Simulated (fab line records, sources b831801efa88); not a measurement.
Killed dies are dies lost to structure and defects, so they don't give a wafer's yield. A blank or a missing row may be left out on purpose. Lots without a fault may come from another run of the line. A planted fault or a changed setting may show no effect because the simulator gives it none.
fab line records | flow gf180mcu
record lots=13 wafers=38 last_day=34
route steps=602 shown NSD@241 M3@423 V4@491 MIM@504
lots that met no fault: from a run of the same line without faults
start_h: hours from the record's first day to the start of the lot's first wafer shown | wait_h: hours since the lot's step before | " the same as in the row above | L1.1+2: a row that stands for several wafers | - no value, or no start given | * or withheld: withheld | < > ~ a bound
route shown NAME@n: a module of which the file shows steps, and the number in the route of the first | usual: mean/standard deviation of fault-free wafers | same: alike in all rows | chamber/n: place in a boat | sites: the reading at each site | _std_site: their standard deviation | _edge_site: outer sites' mean less inner sites' | radius_mm: how far each site lies from the wafer's centre | mask NAME#n: copy n | behind: the tool/chamber that last shaped the wafer | hold: why the lot was held/for how many hours/how that ended | device: the transistor (n, p or np) that didn't switch | end of line: the same wafers' tests at the end of the route | a step without rows: its recipe alone | killed: dies lost to structure and defects at the first sort, not the wafer's yield | map: a wafer's dies, x killed, . not, _ none there
set.NAME: the setting as run; set.NAME@STEP: as run at that earlier step | model.NAME: the simulator's own value behind a step, which no gauge read
steps of the route over a sample of lots; a table a step, a row a wafer
services: from which hour (start_h, from the record's first day; less than 0 if before it) a tool's chamber was out of use, for how many hours, and why
## steps
# step GF_NSD_DEVELOP_06
# recipe develop_time_s=60 dev_temp_c=23
# columns lot.wafer tool chamber start_h wait_h
L843.2+4+6 litho_track-01 0 293.18 0.1
L844.2+4+6 litho_track-03 0 304.42 0.1
L845.3+4+6 litho_track-03 0 312.04 0.1
L856.3+4 litho_track-01 0 416.31 0.1
L857.1+3+4 litho_track-04 0 425.05 0.1
L858.1+2+5 litho_track-03 0 425.84 0.1
L860.2+4+6 litho_track-04 0 446.22 0.1
L861.4+5+6 litho_track-03 0 446.77 0.1
L862.2+3+6 litho_track-04 0 456.62 0.1
L863.1+3+5 litho_track-03 0 465.39 0.1
L864.2+3+6 litho_track-03 0 473.26 0.1
L865.3+5+6 litho_track-03 0 486.29 0.1
L866.3+5+6 litho_track-01 0 488.41 0.1
# step GF_NSD_CD_MEAS_07
# recipe target_cd_nm=400
# usual cd_nm=399.3/2.3
# columns lot.wafer tool chamber start_h wait_h cd_nm
L843.2 cd_sem-01 - 293.33 0.1 397.4
L843.4 " - " " 397.1
L843.6 " - " " 399.7
L844.2 cd_sem-01 - 304.56 0.1 401.2
L844.4 " - " " 401.5
L844.6 " - " " 403.3
L845.3 cd_sem-02 - 312.18 0.1 394.0
L845.4 " - " " 396.0
L845.6 " - " " 395.1
L856.3 cd_sem-02 - 416.45 0.1 411.0
L856.4 " - " " 400.5
L857.1 cd_sem-01 - 425.20 0.1 396.7
L857.3 " - " " 395.6
L857.4 " - " " 397.4
L858.1 cd_sem-02 - 425.99 0.1 398.6
L858.2 " - " " 397.6
L858.5 " - " " 395.7
L860.2 cd_sem-01 - 446.36 0.1 403.2
L860.4 " - " " 402.1
L860.6 " - " " 402.0
L861.4 cd_sem-02 - 446.90 0.1 398.0
L861.5 " - " " 398.7
L861.6 " - " " 398.0
L862.2 cd_sem-01 - 456.76 0.1 400.3
L862.3 " - " " 398.5
L862.6 " - " " 400.1
L863.1 cd_sem-01 - 465.54 0.1 402.3
L863.3 " - " " 398.9
L863.5 " - " " 400.7
L864.2 cd_sem-02 - 473.41 0.1 399.4
L864.3 " - " " 398.1
L864.6 " - " " 397.3
L865.3 cd_sem-01 - 486.43 0.1 398.0
L865.5 " - " " 398.1
L865.6 " - " " 398.4
L866.3 cd_sem-02 - 488.55 0.1 399.9
L866.5 " - " " 400.4
L866.6 " - " " 401.7
# step GF_M3_CD_MEAS_14
# recipe target_cd_nm=280
# usual cd_nm=280.2/1.3
# columns lot.wafer tool chamber start_h wait_h cd_nm
L843.2 cd_sem-01 - 488.26 0.1 280.6
L843.4 " - " " 279.9
L843.6 " - " " 281.2
L844.2 cd_sem-01 - 498.93 0.1 280.2
L844.4 " - " " 279.7
L844.6 " - " " 279.3
L845.3 cd_sem-01 - 508.35 0.1 281.0
L845.4 " - " " 281.2
L845.6 " - " " 280.7
L856.3 cd_sem-01 - 611.53 0.1 277.5
L856.4 " - " " 278.7
L857.1 cd_sem-02 - 619.20 0.1 278.2
L857.3 " - " " 279.0
L857.4 " - " " 277.8
L858.1 cd_sem-02 - 619.39 0.1 280.5
L858.2 " - " " 280.1
L858.5 " - " " 279.3
L860.2 cd_sem-02 - 634.46 0.1 280.4
L860.4 " - " " 279.8
L860.6 " - " " 280.8
L861.4 cd_sem-01 - 636.76 0.1 280.7
L861.5 " - " " 281.4
L861.6 " - " " 280.5
L862.2 cd_sem-02 - 645.82 0.1 280.1
L862.3 " - " " 279.3
L862.6 " - " " 279.8
L863.1 cd_sem-01 - 652.00 0.1 280.4
L863.3 " - " " 280.4
L863.5 " - " " 279.9
L864.2 cd_sem-01 - 658.91 0.1 282.8
L864.3 " - " " 282.0
L864.6 " - " " 281.7
L865.3 cd_sem-01 - 667.65 0.1 282.3
L865.5 " - " " 282.4
L865.6 " - " " 283.1
L866.3 cd_sem-02 - 670.89 0.1 279.1
L866.5 " - " " 280.6
L866.6 " - " " 279.8
# step GF_V4_OVL_MEAS_15
# usual V4_OVL=1/5.9
# columns lot.wafer tool chamber start_h wait_h V4_OVL[nm]
L843.2 overlay-02 - 561.78 0.1 -4
L843.4 " - " " -1
L843.6 " - " " 1
L844.2 overlay-01 - 571.00 0.1 -3
L844.4 " - " " -4
L844.6 " - " " -2
L845.3 overlay-02 - 579.69 0.1 -5
L845.4 " - " " -8
L845.6 " - " " 1
L856.3 overlay-02 - 675.82 0.1 -2
L856.4 " - " " -4
L857.1 overlay-01 - 682.34 0.1 -4
L857.3 " - " " 5
L857.4 " - " " 7
L858.1 overlay-02 - 682.57 0.1 -4
L858.2 " - " " -2
L858.5 " - " " -5
L860.2 overlay-02 - 697.85 0.1 13
L860.4 " - " " 13
L860.6 " - " " 12
L861.4 overlay-02 - 699.03 0.1 -11
L861.5 " - " " -10
L861.6 " - " " -11
L862.2 overlay-02 - 708.13 0.1 5
L862.3 " - " " 0
L862.6 " - " " 8
L863.1 overlay-02 - 713.06 0.1 -5
L863.3 " - " " -8
L863.5 " - " " -2
L864.2 overlay-01 - 719.68 0.1 -6
L864.3 " - " " -2
L864.6 " - " " -4
L865.3 overlay-02 - 728.51 0.1 -8
L865.5 " - " " -3
L865.6 " - " " -4
L866.3 overlay-01 - 729.52 0.1 4
L866.5 " - " " 1
L866.6 " - " " 0
# step GF_MIM_SPUTTER_01
# recipe material=TiN target_thk_nm=30 power_w=6500 time_s=25 chamber_pressure_pa=0.4
# usual throttle_valve_pct=29.6/0.52
# same time_s=25
# columns lot.wafer tool chamber start_h wait_h throttle_valve_pct
L843.2 pvd_sputter-01 - 563.27 0.1 29.4
L843.4 " - " " 28.8
L843.6 " - " " 29.3
L844.2 pvd_sputter-01 - 572.52 0.1 29.2
L844.4 " - " " 30.7
L844.6 " - " " 29.2
L845.3 pvd_sputter-04 - 581.21 0.1 29.4
L845.4 " - " " 29.4
L845.6 " - " " 29.6
L856.3 pvd_sputter-01 - 677.60 0.1 29.4
L856.4 " - " " 28.7
L857.1 pvd_sputter-02 - 683.83 0.1 29.8
L857.3 " - " " 29.4
L857.4 " - " " 29.2
L858.1 pvd_sputter-01 - 684.54 0.1 30.7
L858.2 " - " " 30.5
L858.5 " - " " 29.1
L860.2 pvd_sputter-01 - 699.72 0.1 29.1
L860.4 " - " " 30.6
L860.6 " - " " 30.3
L861.4 pvd_sputter-02 - 700.50 0.1 29.7
L861.5 " - " " 30.0
L861.6 " - " " 29.4
L862.2 pvd_sputter-04 - 709.61 0.1 29.8
L862.3 " - " " 29.1
L862.6 " - " " 29.0
L863.1 pvd_sputter-04 - 714.55 0.1 29.4
L863.3 " - " " 29.0
L863.5 " - " " 29.8
L864.2 pvd_sputter-01 - 721.16 0.1 30.3
L864.3 " - " " 28.9
L864.6 " - " " 30.6
L865.3 pvd_sputter-01 - 730.08 0.1 29.1
L865.5 " - " " 30.8
L865.6 " - " " 29.0
L866.3 pvd_sputter-01 - 731.44 0.1 29.0
L866.5 " - " " 30.6
L866.6 " - " " 30.6
## services
# columns tool chamber start_h hours kind
pvd_sputter-04 1 312.17 - consumable_replace:kit
pvd_sputter-04 1 312.17 18.0 scheduled_down
pvd_sputter-04 1 312.17 18.0 vent_cycle
pvd_sputter-02 - 327.51 4.7 repair
pvd_sputter-02 2 379.85 - consumable_replace:kit
pvd_sputter-02 2 379.85 18.0 scheduled_down
pvd_sputter-02 2 379.85 18.0 vent_cycle
pvd_sputter-01 - 414.40 14.3 repair
pvd_sputter-04 - 481.41 1.1 repair
pvd_sputter-04 0 485.21 - consumable_replace:kit
pvd_sputter-04 0 485.21 18.0 scheduled_down
pvd_sputter-04 0 485.21 18.0 vent_cycle
pvd_sputter-01 2 489.07 - consumable_replace:kit
pvd_sputter-01 2 489.07 18.0 scheduled_down
pvd_sputter-01 2 489.07 18.0 vent_cycle
pvd_sputter-02 - 557.11 1.6 repair
pvd_sputter-02 1 585.83 - consumable_replace:kit
pvd_sputter-01 - 587.81 0.8 repair
pvd_sputter-04 - 611.84 18.6 repair
pvd_sputter-04 - 636.75 11.1 repair
pvd_sputter-02 - 647.12 3.4 repair
pvd_sputter-04 3 677.92 - consumable_replace:kit
pvd_sputter-04 3 677.92 18.0 scheduled_down
pvd_sputter-04 3 677.92 18.0 vent_cycle
## key
first_sign step=GF_NSD_CD_MEAS_07 reading=cd_nm direction=up sigmas=5.1 usual=399.3 struck=411.0
effect none on later readings
met_at GF_NSD_DEVELOP_06
struck_lots L856
struck_wafers L856.3
tester_left_out L856
not_acting_at GF_M3_CD_MEAS_14,GF_V4_OVL_MEAS_15,GF_MIM_SPUTTER_01
onset_between 293.18 416.31
fault kind=process_parameter_drift tool=litho_track-01 chamber=- onset_h=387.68 steps=GF_NSD_DEVELOP_06 channel=develop_time_s offset=* shape=step end_h=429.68 scope=struck_wafers_only acts_in=* stated=*
# tester_left_out: of these lots the tester's yield and bins aren't shown, on N5 and GAA mostly nor the transistor test; their killed dies are dies lost to structure and defects alone, not to doping, threshold or leakage, so they don't give the yield
